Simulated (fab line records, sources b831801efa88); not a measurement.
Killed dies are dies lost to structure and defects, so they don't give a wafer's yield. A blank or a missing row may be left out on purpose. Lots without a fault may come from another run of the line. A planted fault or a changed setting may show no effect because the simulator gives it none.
One fault seen from 2 desks | flow sky130 | each desk has only its own numbers; what lay behind them comes last

THE TOOL OWNER'S DESK: lpcvd-01
The tool's own readings at SKY_POLY_GATE_CVD_00 (deposits poly-Si, target thk 180 nm, time 720 s): means of the sampled wafers that have a number, for each lot that ran on this tool. A lot is out of limits, marked OUT, if its mean lies more than 4 standard deviations from the usual mean; the brackets give that distance.
Columns: A = zone_power_bottom_pct at SKY_POLY_GATE_CVD_00, usual 13.42 %
lot  | first seen here | A
L277 | day 13 18:38    | 13.63
L278 | day 14 03:16    | 13.28
L279 | day 14 12:43    | 13.37
L280 | day 15 02:33    | 13.33
L281 | day 15 07:05    | 13.40
L282 | day 15 14:37    | 13.30
L283 | day 15 20:31    | 13.51
L286 | day 16 22:58    | 13.35
L288 | day 17 18:26    | 13.43
L289 | day 18 07:28    | 13.47
L297 | day 21 02:52    | 13.54
L298 | day 21 08:01    | 13.44
L299 | day 21 16:19    | 13.42
L300 | day 21 23:01    | 13.46
This desk's finding: nothing out of limits on any of the 14 lots.

THE METROLOGY DESK
What the gauges read, lot by lot, whatever tool the lot ran on: means of the sampled wafers that have a number. A lot is out of limits, marked OUT, if its mean lies more than 4 standard deviations from the usual mean; the brackets give that distance.
Columns: A = GATE_OXIDE_OVL at SKY_GATE_OXIDE_OVL_MEAS_10, usual 0.6 nm; B = POLY_GATE_CVD_00_THK at SKY_POLY_GATE_THK_MEAS_01, usual 179.9 nm
lot  | first seen here | A    | B
L277 | day 13 16:36    | 0.2  | 179.5
L278 | day 14 00:26    | -0.3 | 183.4
L279 | day 14 09:38    | 3.3  | 181.2
L280 | day 15 00:16    | 2.1  | 177.7
L281 | day 15 04:23    | 0.9  | 179.7
L282 | day 15 10:27    | -0.2 | 178.6
L283 | day 15 15:39    | -0.9 | 180.2
L286 | day 16 20:08    | 0.3  | 179.0
L288 | day 17 12:56    | -0.1 | 246.4 (+42) OUT
L289 | day 18 05:06    | 2.5  | 242.6 (+39) OUT
L297 | day 21 00:51    | 0.5  | 178.4
L298 | day 21 05:59    | 1.0  | 179.0
L299 | day 21 13:17    | 0.4  | 177.3
L300 | day 21 21:00    | 1.0  | 179.1
This desk's finding: out of limits on L288, L289; first on L288, day 17 19:40 (POLY_GATE_CVD_00_THK at SKY_POLY_GATE_THK_MEAS_01). In limits: L277, L278, L279, L280, L281, L282, L283, L286, L297, L298, L299, L300.

PUT TOGETHER
The metrology desk could have raised an alarm at day 17 19:40, on L288, L289.
The tool owner's desk saw nothing out of limits.
The tool owner's desk has L288, L289 on record, within its limits.
Of the lots named, all ran SKY_POLY_GATE_CVD_00 on lpcvd-01.

WHAT THE SIMULATOR HAD PUT IN
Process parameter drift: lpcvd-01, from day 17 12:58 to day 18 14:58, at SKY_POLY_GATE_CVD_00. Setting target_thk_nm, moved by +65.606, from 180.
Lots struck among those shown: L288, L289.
Hours from the fault's start to each desk's first reading out of limits: the metrology desk, 7.
